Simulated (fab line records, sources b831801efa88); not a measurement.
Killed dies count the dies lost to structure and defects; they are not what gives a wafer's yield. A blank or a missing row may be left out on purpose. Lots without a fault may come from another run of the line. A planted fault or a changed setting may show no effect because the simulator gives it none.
Matching of chambers    flow gf180mcu    GF_CONTACT_CVD_02 on pecvd-02: 3 sister chambers
The step deposits SiO2 from TEOS, target thk 860 nm, time 95.992 s. 3 wafers are shown with their chamber, then 12 later ones without.

EACH WAFER AND ITS CHAMBER
wafer   chamber  heaterPowerW (W)
L090.1  1        939
L091.1  2        662
L091.6  0        759

WAFERS WITH NO CHAMBER GIVEN
wafer   heaterPowerW (W)
L093.2  620
L093.3  925
L093.4  676
L094.2  913
L094.5  773
L094.6  686
L095.1  824
L095.3  952
L095.5  758
L096.1  793
L096.2  891
L096.6  563

THE CHAMBER EACH PASSED THROUGH
wafer    from the rows above       in truth
L093.2   2                         2
L093.3   1                         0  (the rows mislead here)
L093.4   can't be placed: 2 or 0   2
L094.2   1                         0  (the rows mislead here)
L094.5   0                         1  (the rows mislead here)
L094.6   can't be placed: 2 or 0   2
L095.1   can't be placed: 0 or 1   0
L095.3   1                         1
L095.5   0                         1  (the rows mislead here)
L096.1   0                         0
L096.2   can't be placed: 1 or 0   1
L096.6   2                         2
Placed correctly: 4 of 12. Not placeable from these rows: 4 (in 4, the candidates include the true chamber). Placed wrongly: 4.
How it was worked out, from the rows above alone: a wafer's distance from a chamber is the root of the sum, over the readings, of the square of ((its reading less the chamber's mean) divided by the reading's scatter). The wafer belongs to the nearest chamber; if the next one is less than 2 further off, it can't be placed. The mean given for a chamber averages the wafers shown for that chamber. The scatter: with one shown wafer a chamber, the root of the mean of the squares of how far each hidden wafer lies from its nearest shown one.
